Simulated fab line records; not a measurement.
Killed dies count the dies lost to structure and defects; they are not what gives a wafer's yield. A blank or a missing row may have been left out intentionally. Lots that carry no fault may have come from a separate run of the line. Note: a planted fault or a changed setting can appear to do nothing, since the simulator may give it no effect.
What tool caused it? :: flow sky130 :: 27 wafers from 9 lots sampled at 2 of the route's 708 steps

== WHAT THE GAUGES READ, wafer by wafer ==
SKY_CAP2M_THK_MEAS_01.
lot: L683
measured: day 39 06:44
on: film_metro-02
CAP2M_CVD_00_THK (nm): 15.39 15.41 15.60

lot: L686
measured: day 40 05:31
on: film_metro-03
CAP2M_CVD_00_THK (nm): 15.49 15.54 15.94

lot: L687
measured: day 40 09:58
on: film_metro-03
CAP2M_CVD_00_THK (nm): 15.23 15.30 15.63

lot: L688
measured: day 41 06:12
on: film_metro-03
CAP2M_CVD_00_THK (nm): 15.50 15.27 15.53

lot: L689
measured: day 41 10:54
on: film_metro-03
CAP2M_CVD_00_THK (nm): 15.25 15.52 15.78

lot: L695
measured: day 42 23:08
on: film_metro-03
CAP2M_CVD_00_THK (nm): 15.74 15.60 15.63

lot: L694
measured: day 43 01:57
on: film_metro-01
CAP2M_CVD_00_THK (nm): 15.46 15.58 15.78

lot: L699
measured: day 44 08:35
on: film_metro-02
CAP2M_CVD_00_THK (nm): 15.46 15.56 15.81

lot: L701
measured: day 44 16:48
on: film_metro-02
CAP2M_CVD_00_THK (nm): 15.49 15.75 15.84

== EACH LOT AND THE TOOL THAT RAN IT (in order: tool; ch and the chambers of the sampled wafers; start) ==
lot: L683
SKY_CAP2M_CVD_00: pecvd-02 ch 0,1, day 39 06:43

lot: L686
SKY_CAP2M_CVD_00: pecvd-02 ch 0,1,2, day 40 05:29

lot: L687
SKY_CAP2M_CVD_00: pecvd-02 ch 1,2, day 40 09:57

lot: L688
SKY_CAP2M_CVD_00: pecvd-01 ch 0,1,2, day 41 06:11

lot: L689
SKY_CAP2M_CVD_00: pecvd-04 ch 1,2, day 41 10:53

lot: L695
SKY_CAP2M_CVD_00: pecvd-01 ch 0,1,2, day 42 23:06

lot: L694
SKY_CAP2M_CVD_00: pecvd-04 ch 0,1,2, day 43 01:56

lot: L699
SKY_CAP2M_CVD_00: pecvd-01 ch 1,2, day 44 08:33

lot: L701
SKY_CAP2M_CVD_00: pecvd-01 ch 1,2, day 44 16:46
- SKY_CAP2M_CVD_00: deposits SiO2, target thk 15.5 nm.

== THE ANSWER, worked out from the rows above alone ==
Rule: the usual values come from the lots themselves. Put in order of their means at a reading, lots are off if they are a third of the lots or fewer, leave a main group of 4 or more, and stand apart from it by a gap of 3 or more times the standard deviation of the main group's means; of several such gaps the widest counts. Not used: any main group whose means are identical at the precision the tables above print for the reading. Also off: a lot with no number at a reading for which 4 or more lots have one. Any other lot the step has rows for is counted as sound.
Nothing can be told from this: no lot is off at any reading shown.

== WHAT HAD BEEN PUT IN BY THE SIMULATOR ==
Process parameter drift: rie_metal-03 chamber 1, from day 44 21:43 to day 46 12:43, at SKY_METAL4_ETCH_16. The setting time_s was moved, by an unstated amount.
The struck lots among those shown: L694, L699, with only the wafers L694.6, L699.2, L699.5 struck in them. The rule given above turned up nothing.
